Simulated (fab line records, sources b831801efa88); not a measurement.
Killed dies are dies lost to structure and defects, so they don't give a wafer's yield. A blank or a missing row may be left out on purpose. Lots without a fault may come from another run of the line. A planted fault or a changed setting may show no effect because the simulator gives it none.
Split-lot experiment | flow gf180mcu | 5 lots, 23 wafers read, on a route of 602 steps

THE SPLIT
At GF_V4_SPUTTER_21 (material Ti, target thk 15 nm, time 80.02 s), the setting chamber_pressure_pa was moved away from the recipe's 5 Pa on 20 of the 23 wafers read, by -4.5% to +14.9%. The other wafers ran this setting at the recipe's value.

The reading is taken at the split's own step.

THE READING
Ti_of_V4_SPUTTER_21.thk_nm (the simulator's own value, which no gauge read), in nm, at GF_V4_SPUTTER_21 (material Ti, target thk 15 nm, time 80.02 s). The file gives no usual value for it. The 3 wafers here that ran the recipe average 15.00 nm, standard deviation 0.15 nm.

wafer  | tool, chamber at the split | chamber_pressure_pa as run, Pa | against the recipe | Ti_of_V4_SPUTTER_21.thk_nm, nm | against lot-mates on the recipe
L074.1 | pvd_sputter-01, -          | 5                              | recipe             | 14.87                          | -
L074.4 | pvd_sputter-01, -          | 5                              | recipe             | 15.21                          | -
L074.6 | pvd_sputter-01, -          | 5                              | recipe             | 14.92                          | -
L078.1 | pvd_sputter-04, -          | 5.566                          | +11.3%             | 13.66                          | no lot-mate on the recipe
L078.2 | pvd_sputter-04, -          | 5.566                          | +11.3%             | 13.58                          | no lot-mate on the recipe
L078.3 | pvd_sputter-04, -          | 5.566                          | +11.3%             | 13.45                          | no lot-mate on the recipe
L078.4 | pvd_sputter-04, -          | 5.566                          | +11.3%             | 13.63                          | no lot-mate on the recipe
L078.6 | pvd_sputter-04, -          | 5.566                          | +11.3%             | 13.43                          | no lot-mate on the recipe
L079.1 | pvd_sputter-01, -          | 5.745                          | +14.9%             | 13.24                          | no lot-mate on the recipe
L079.2 | pvd_sputter-01, -          | 5.745                          | +14.9%             | 13.2                           | no lot-mate on the recipe
L079.3 | pvd_sputter-01, -          | 5.745                          | +14.9%             | 13.21                          | no lot-mate on the recipe
L079.5 | pvd_sputter-01, -          | 5.745                          | +14.9%             | 13.34                          | no lot-mate on the recipe
L079.6 | pvd_sputter-01, -          | 5.745                          | +14.9%             | 13.32                          | no lot-mate on the recipe
L082.1 | pvd_sputter-02, -          | 4.777                          | -4.5%              | 15.6                           | no lot-mate on the recipe
L082.3 | pvd_sputter-02, -          | 4.777                          | -4.5%              | 15.4                           | no lot-mate on the recipe
L082.4 | pvd_sputter-02, -          | 4.777                          | -4.5%              | 15.52                          | no lot-mate on the recipe
L082.5 | pvd_sputter-02, -          | 4.777                          | -4.5%              | 15.51                          | no lot-mate on the recipe
L082.6 | pvd_sputter-02, -          | 4.777                          | -4.5%              | 15.57                          | no lot-mate on the recipe
L085.1 | pvd_sputter-04, -          | 5.697                          | +13.9%             | 13.1                           | no lot-mate on the recipe
L085.2 | pvd_sputter-04, -          | 5.697                          | +13.9%             | 13.29                          | no lot-mate on the recipe
L085.4 | pvd_sputter-04, -          | 5.697                          | +13.9%             | 13.15                          | no lot-mate on the recipe
L085.5 | pvd_sputter-04, -          | 5.697                          | +13.9%             | 13.3                           | no lot-mate on the recipe
L085.6 | pvd_sputter-04, -          | 5.697                          | +13.9%             | 13.04                          | no lot-mate on the recipe

THE FIT
A straight line over all 23 wafers: Ti_of_V4_SPUTTER_21.thk_nm changes by -0.122 nm for each +1% of chamber_pressure_pa; r = -0.99; the points scatter about the line by 0.12 nm.
Too few moved wafers have a lot-mate on the recipe to fit a line with each lot's own level taken away.

THE FILE'S OWN FIT
Ti_of_V4_SPUTTER_21.thk_nm changes by -0.123 nm for each +1% of chamber_pressure_pa, r = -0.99.
